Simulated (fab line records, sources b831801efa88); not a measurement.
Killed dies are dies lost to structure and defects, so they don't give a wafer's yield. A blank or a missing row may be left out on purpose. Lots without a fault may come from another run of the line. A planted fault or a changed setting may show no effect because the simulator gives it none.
Which tool did it? | flow sfq_line | 7 lots, 21 wafers sampled, at 3 steps of a route of 325

WHAT THE GAUGES READ, wafer by wafer
SFQ_JJ_RS_MEAS_929: measures by four-point-probe.
lot  | measured     | on            | JJ_NB_RS (ohm/sq)
L349 | day 51 13:27 | film_metro-03 | 1.061 1.047 1.055
L352 | day 52 16:22 | film_metro-04 | 1.055 1.056 1.060
L359 | day 60 09:22 | film_metro-04 | 1.909 1.915 1.886
L361 | day 66 06:44 | film_metro-01 | 1.041 1.044 1.046
L365 | day 67 17:19 | film_metro-01 | 1.052 1.060 1.049
L367 | day 69 00:38 | film_metro-04 | 1.058 1.044 1.052
L370 | day 69 23:49 | film_metro-01 | 1.034 1.051 1.043

WHICH TOOL RAN EACH LOT (tool, then ch and the chambers of the sampled wafers, then the start)
lot  | SFQ_TRILAYER_M3_STRIP_STRIP_079   | SFQ_TRILAYER_JJ_TRILAYER_DEP_SPUTTER_112
L349 | rie_metal-02 ch 0,1, day 44 15:23 | pvd_sputter-06, day 51 13:21
L352 | rie_metal-01 ch 0,1, day 45 15:47 | pvd_sputter-06, day 52 16:17
L359 | rie_metal-04 ch 0,1, day 48 02:27 | pvd_sputter-05, day 60 09:17
L361 | rie_metal-04 ch 0, day 54 13:20   | pvd_sputter-04, day 66 06:36
L365 | rie_metal-02 ch 0,1, day 56 05:00 | pvd_sputter-04, day 67 17:14
L367 | rie_metal-02 ch 0,1, day 57 02:55 | pvd_sputter-05, day 69 00:31
L370 | rie_metal-01 ch 0,1, day 58 02:51 | pvd_sputter-04, day 69 23:43
- SFQ_TRILAYER_M3_STRIP_STRIP_079: strips in O2.
- SFQ_TRILAYER_JJ_TRILAYER_DEP_SPUTTER_112: material Nb, target thk 170 nm, time 113.3 s.

THE ANSWER, worked out from the rows above alone
Rule: what is usual is taken from the lots themselves. Put in order of their means at a reading, lots are off if they are a third of the lots or fewer, leave a main group of 4 or more, and stand apart from it by a gap of 3 or more times the standard deviation of the main group's means; of several such gaps the widest counts. A main group whose means are all the same, to the digits that the tables above print for the reading, isn't used. A lot without any number at a reading at which 4 lots or more have one is off too. The other lots that the step has rows for count as sound.
Off: L359, at SFQ_JJ_RS_MEAS_929 (JJ_NB_RS). The main group: mean 1.050 ohm/sq, standard deviation 0.0054.
A tool fits if, at a process step before that reading, it ran every lot that is off, and no sound lot after the first of them. The gauges at SFQ_JJ_RS_MEAS_929 are tried like those tools. None of those tried fits.

WHAT THE SIMULATOR HAD PUT IN
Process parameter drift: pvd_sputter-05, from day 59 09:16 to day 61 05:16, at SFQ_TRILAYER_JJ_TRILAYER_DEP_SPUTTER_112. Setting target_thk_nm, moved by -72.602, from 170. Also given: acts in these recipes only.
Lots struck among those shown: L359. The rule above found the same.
